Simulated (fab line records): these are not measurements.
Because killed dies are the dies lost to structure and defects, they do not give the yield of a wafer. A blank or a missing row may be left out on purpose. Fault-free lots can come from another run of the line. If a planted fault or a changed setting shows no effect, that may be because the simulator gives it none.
What tool caused it?    flow gf180mcu    33 wafers from 11 lots sampled at 6 of the route's 602 steps

WHAT THE GAUGES SHOWED, per wafer
GF_V1_THK_MEAS_03. Usual: V1_CVD_02_THK typically reads 843 nm, with standard deviation 9.8.
lot   measured      on             V1_CVD_02_THK (nm)  flag
L731  day 17 03:25  film_metro-02  830 838 846         
L734  day 17 23:30  film_metro-02  836 836 849         
L738  day 19 11:02  film_metro-03  847 850 835         
L739  day 20 02:58  film_metro-04  839 842 863         
L740  day 20 20:22  film_metro-03  848 852 836         
L743  day 21 14:34  film_metro-04  843 839 846         
L744  day 22 01:59  film_metro-03  839 839 843         
L746  day 22 21:55  film_metro-02  839 842 849         
L748  day 23 07:30  film_metro-03  847 858 845         
L747  day 23 10:08  film_metro-02  988 837 986         OFF
L749  day 23 17:16  film_metro-04  963 828 836         OFF

GF_V1_CD_MEAS_14: target cd 260 nm. Usual: cd_nm reads 259.9 nm (standard deviation 1.1).
lot   measured      on         cd_nm (nm)         flag
L731  day 18 03:34  cd_sem-01  259.7 259.9 259.8  
L734  day 18 23:15  cd_sem-02  259.0 260.4 259.9  
L738  day 20 12:07  cd_sem-01  259.1 260.7 259.3  
L739  day 21 03:15  cd_sem-01  262.1 261.4 261.3  
L740  day 21 20:34  cd_sem-02  260.1 260.0 258.6  
L743  day 22 14:21  cd_sem-02  258.5 258.8 258.1  
L744  day 23 01:52  cd_sem-01  260.2 259.6 259.3  
L746  day 23 20:51  cd_sem-01  261.8 260.3 260.1  
L748  day 24 07:00  cd_sem-01  262.5 260.2 261.9  
L747  day 24 09:10  cd_sem-02  261.6 262.0 262.3  
L749  day 24 16:00  cd_sem-02  260.0 259.8 258.6  

TOOL THAT RAN EACH LOT (tool first, then ch and the chambers of the sampled wafers, then the start)
lot   GF_CONTACT_ETCH_17                             GF_M1_SPUTTER_03              GF_V1_CVD_02                     GF_V1_CMP_04
L731  rie_diel-03 ch 0,1,2, day 16 04:31 or earlier  pvd_sputter-01, day 16 04:31  pecvd-02 ch 0,1,2, day 17 03:21  cmp-01 ch 0,1,3, day 17 03:29
L734  rie_diel-03 ch 0,1,3, day 16 22:58 or earlier  pvd_sputter-03, day 16 22:58  pecvd-02 ch 1,2, day 17 23:26    cmp-01 ch 0,1,3, day 17 23:34
L738  rie_diel-03 ch 0,1,2, day 18 10:03 or earlier  pvd_sputter-02, day 18 10:03  pecvd-02 ch 0,1,2, day 19 10:59  cmp-02 ch 0,1,3, day 19 11:10
L739  rie_diel-02 ch 0,1,2, day 19 01:31 or earlier  pvd_sputter-03, day 19 01:31  pecvd-04 ch 1,2, day 20 02:53    cmp-01 ch 0,2,3, day 20 03:15
L740  rie_diel-01 ch 0,1, day 19 19:38 or earlier    pvd_sputter-01, day 19 19:38  pecvd-02 ch 0,1,2, day 20 20:17  cmp-01 ch 0,1,2, day 20 20:33
L743  rie_diel-03 ch 1,3, day 20 13:56 or earlier    pvd_sputter-03, day 20 13:56  pecvd-02 ch 0,1,2, day 21 14:30  cmp-01 ch 0,2,3, day 21 14:41
L744  rie_diel-01 ch 0,1,3, day 21 01:10 or earlier  pvd_sputter-01, day 21 01:10  pecvd-02 ch 0,1,2, day 22 01:55  cmp-01 ch 1,2,3, day 22 02:10
L746  rie_diel-03 ch 0,1,2, day 21 20:56 or earlier  pvd_sputter-03, day 21 20:56  pecvd-04 ch 0,1,2, day 22 21:51  cmp-01 ch 0,2,3, day 22 22:15
L748  rie_diel-01 ch 0,1,3, day 22 07:26 or earlier  pvd_sputter-01, day 22 07:26  pecvd-01 ch 0,2, day 23 07:25    cmp-02 ch 0,1,2, day 23 07:38
L747  rie_diel-01 ch 1,2, day 22 10:34 or earlier    pvd_sputter-02, day 22 10:34  pecvd-02 ch 0,1,2, day 23 10:04  cmp-01 ch 0,1, day 23 10:10
L749  rie_diel-01 ch 0,1,3, day 22 17:25 or earlier  pvd_sputter-02, day 22 17:25  pecvd-02 ch 0,1,2, day 23 17:11  cmp-02 ch 0,1,2, day 23 17:19
- GF_CONTACT_ETCH_17: etches SiO2 in C4F8/O2/Ar, stops on CoSi2, target depth 860 nm.
- GF_M1_SPUTTER_03: material Ti, target thk 10 nm, time 6.7 s.
- GF_V1_CVD_02: deposits SiO2 from TEOS, target thk 850 nm, time 94.851 s.
- GF_V1_CMP_04: polishes SiO2.

AS READ BY THE TOOLS THEMSELVES (means over the sampled wafers that have a number; for cases with no such wafer, the mark the record gives instead)
GF_CONTACT_ETCH_17. Usual: oes_product_au reads 0.815 a.u. (standard deviation 0.0049).
lot   tool         oes_product_au (a.u.)  flag
L731  rie_diel-03  0.821                  
L734  rie_diel-03  0.813                  
L738  rie_diel-03  0.817                  
L739  rie_diel-02  0.817                  
L740  rie_diel-01  0.818                  
L743  rie_diel-03  0.814                  
L744  rie_diel-01  0.810                  
L746  rie_diel-03  0.817                  
L748  rie_diel-01  0.815                  
L747  rie_diel-01  0.813                  
L749  rie_diel-01  0.812                  

GF_M1_SPUTTER_03. Usual: throttle_valve_pct reads 29.8 % (standard deviation 1.1).
lot   tool            throttle_valve_pct (%)  flag
L731  pvd_sputter-01  30.5                    
L734  pvd_sputter-03  29.1                    
L738  pvd_sputter-02  28.9                    
L739  pvd_sputter-03  29.4                    
L740  pvd_sputter-01  30.1                    
L743  pvd_sputter-03  29.6                    
L744  pvd_sputter-01  30.7                    
L746  pvd_sputter-03  29.1                    
L748  pvd_sputter-01  30.5                    
L747  pvd_sputter-02  30.4                    
L749  pvd_sputter-02  29.3                    

GF_V1_CVD_02. Usual: heater_power_w 692 W, standard deviation 74; run_length_s 122.6 s, standard deviation 0.41.
lot   tool      heater_power_w (W)  run_length_s (s)  flag
L731  pecvd-02  709                 122.6             
L734  pecvd-02  772                 122.9             
L738  pecvd-02  651                 122.7             
L739  pecvd-04  648                 122.6             
L740  pecvd-02  680                 122.7             
L743  pecvd-02  702                 122.6             
L744  pecvd-02  704                 122.5             
L746  pecvd-04  668                 122.5             
L748  pecvd-01  642                 122.8             
L747  pecvd-02  745                 133.6             OFF
L749  pecvd-02  744                 127.8             OFF

GF_V1_CMP_04. Usual: edge_zone_pressure_frac 1.001, standard deviation 0.0049; motor_current_A 11.5 A, standard deviation 0.74; platen_rpm 59.99 rpm, standard deviation 0.038; slurry_flow_ml_min 150.0, standard deviation 0.48; time_to_endpoint_s 77 s, standard deviation 5.1.
lot   tool    edge_zone_pressure_frac  motor_current_A (A)  platen_rpm (rpm)  slurry_flow_ml_min  time_to_endpoint_s (s)  flag
L731  cmp-01  1.001                    11.9                 59.97             150.6               71                      
L734  cmp-01  1.000                    11.7                 60.00             150.2               74                      
L738  cmp-02  1.003                    11.0                 60.01             149.8               76                      
L739  cmp-01  1.002                    11.4                 60.00             149.3               79                      
L740  cmp-01  0.996                    11.4                 60.01             150.1               74                      
L743  cmp-01  1.001                    11.9                 60.00             150.3               75                      
L744  cmp-01  0.997                    11.2                 59.98             149.9               74                      
L746  cmp-01  1.000                    11.7                 59.97             150.2               73                      
L748  cmp-02  1.004                    11.2                 60.01             150.3               85                      
L747  cmp-01  1.002                    12.1                 60.02             149.9               107                     OFF
L749  cmp-02  1.005                    11.1                 60.01             150.1               98                      OFF

THE ANSWER, worked out from the rows above alone
Rule: a lot is off if the mean of its wafers that have a number lies more than 3 standard deviations from the usual mean. A lot without any number at a reading at which 4 lots or more have one is off too. Where the step has rows for the other lots, those lots are counted as sound. First the gauges in route order, then the tools' own readings, where a lot's mean is used as printed above. At the first step where some lot is off, the reading lying furthest off is the one used; lots without a number count as furthest.
Off: L747, L749, seen at GF_V1_THK_MEAS_03 (V1_CVD_02_THK).
If a tool, at a process step before that reading, ran all the lots that are off and no sound lot after the first of them, it fits. Not tried: the gauges at GF_V1_THK_MEAS_03; whatever is off there is also off at GF_V1_CVD_02, on other tools, and gauge error can't account for it. With no start given for some of its lots, GF_CONTACT_ETCH_17 uses the hours and lot order of GF_M1_SPUTTER_03. Can't be told from this: 3 tools fit, rie_diel-01 at GF_CONTACT_ETCH_17, pvd_sputter-02 at GF_M1_SPUTTER_03, pecvd-02 at GF_V1_CVD_02.

WHAT HAD BEEN PUT IN BY THE SIMULATOR
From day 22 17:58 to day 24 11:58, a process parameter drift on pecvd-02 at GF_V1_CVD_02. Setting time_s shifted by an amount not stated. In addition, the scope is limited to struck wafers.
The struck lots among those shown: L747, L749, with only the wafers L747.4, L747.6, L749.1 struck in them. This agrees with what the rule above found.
